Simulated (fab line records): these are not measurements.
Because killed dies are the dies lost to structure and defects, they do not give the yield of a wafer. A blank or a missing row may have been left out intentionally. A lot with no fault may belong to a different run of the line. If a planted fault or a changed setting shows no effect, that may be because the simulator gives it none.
A lot that was struck, set against a sound lot + flow gf180mcu + 15 steps out of a route of 602
Sound: these wafers, L564.1, L564.2, L564.3. Struck: wafers L561.2, L561.4, L561.6. The cause comes at the end.
Per side, at each step with rows, come the tool, then ch with its chambers, and then its first start. Under that, the readings that differ: sound wafers + struck wafers + difference of the means + sigmas: that difference in standard deviations of wafers without a fault.
alike: readings whose means differ by less than 2 such deviations, and words and numbers that are the same on both sides. not compared: withheld readings, readings that some wafer has no value for, bounds like >300 that may hide the same value, and numbers for which the record gives no deviation and whose values overlap.
A row with sigmas, a row that says differs or no value, or rows on one side alone: a step with any of these is where the two part. Numbers that don't overlap but have no deviation are shown without sigmas and don't part them. Lack of a reading on every wafer of one side parts them only where that side has two or more wafers.

first, 6 steps without rows for these wafers: GF_M4_HMDS_08 (prime time 60 s); GF_M4_COAT_09 (resist thk 1000 nm); GF_M4_SOFTBAKE_10 (time 60 s); GF_M4_EXPOSE_11 (exposes mask Metal4, target cd 280 nm); GF_M4_PEB_12 (peb time 90 s); GF_M4_DEVELOP_13 (develop time 60 s).
GF_M4_CD_MEAS_14: target cd 280 nm.
  sound on cd_sem-01 at day 30 05:37; struck on cd_sem-02 at day 29 16:31
  alike: cd_nm
GF_M4_OVL_MEAS_15:
  sound on overlay-01 at day 30 05:44; struck on overlay-02 at day 29 16:37
  alike: M4_OVL
GF_M4_METAL_ETCH_16: etches the open film in Cl2/BCl3, stops on SiO2, target depth 627.5 nm, time 104.6 s.
  sound on rie_metal-01 ch 0,1, day 30 05:46; struck on rie_metal-04 ch 1, day 29 16:41
  alike: drypump_motor_current_A, oes_product_au, throttle_valve_pct
  not compared: rf_hours_counter_h
GF_M4_STRIP_17: strips in O2/N2.
  sound on plasma_asher-03 ch 0,1, day 30 05:53; struck on plasma_asher-03 ch 1, day 29 16:52
| reading                      | sound          | struck         | difference | sigmas |
|------------------------------|----------------|----------------|------------|--------|
| strip_time_to_endpoint_s (s) | 7.80 7.80 7.80 | 7.92 7.90 7.89 | +0.10      | +2     |
  alike: drypump_motor_current_A, heater_power_w, oes_product_au
  not compared: rf_hours_counter_h
then, 2 steps without rows for these wafers: GF_M4_STRIP_18 (strips in post etch residue remover, time 1200 s); GF_M4_CLEAN_19 (cleans in DIW).
GF_V4_CVD_00: deposits SiO2, target thk 600 nm, time 100 s.
  sound on hdpcvd-02 ch 0,1,2, day 30 06:25; struck on hdpcvd-01 ch 0,2, day 29 17:26
| reading                             | sound             | struck            | difference | sigmas      |
|-------------------------------------|-------------------|-------------------|------------|-------------|
| sih4_flow_sccm (sccm)               | 59.96 59.95 59.89 | 89.99 90.20 89.94 | +30.11     | +99 or more |
| model.SiO2_of_V4_CVD_00.thk_nm (nm) | 596.8 594.4 593.9 | 906.1 891.4 902.2 | +304.9     |             |
GF_V4_THK_MEAS_01:
  sound on film_metro-02 at day 30 06:29; struck on film_metro-04 at day 29 17:44
| reading            | sound       | struck      | difference | sigmas |
|--------------------|-------------|-------------|------------|--------|
| V4_CVD_00_THK (nm) | 597 594 594 | 906 892 902 | +305       | +54    |
  not compared: hold
GF_PASSIVATION_PROBE_99:
  sound wafers here have rows in the record (prober-01, day 34 18:02); struck ones have none

## WHERE THEY PART
Last at GF_PASSIVATION_PROBE_99 as far as this record goes, first at GF_M4_STRIP_17.

WHY: what had been put in by the simulator
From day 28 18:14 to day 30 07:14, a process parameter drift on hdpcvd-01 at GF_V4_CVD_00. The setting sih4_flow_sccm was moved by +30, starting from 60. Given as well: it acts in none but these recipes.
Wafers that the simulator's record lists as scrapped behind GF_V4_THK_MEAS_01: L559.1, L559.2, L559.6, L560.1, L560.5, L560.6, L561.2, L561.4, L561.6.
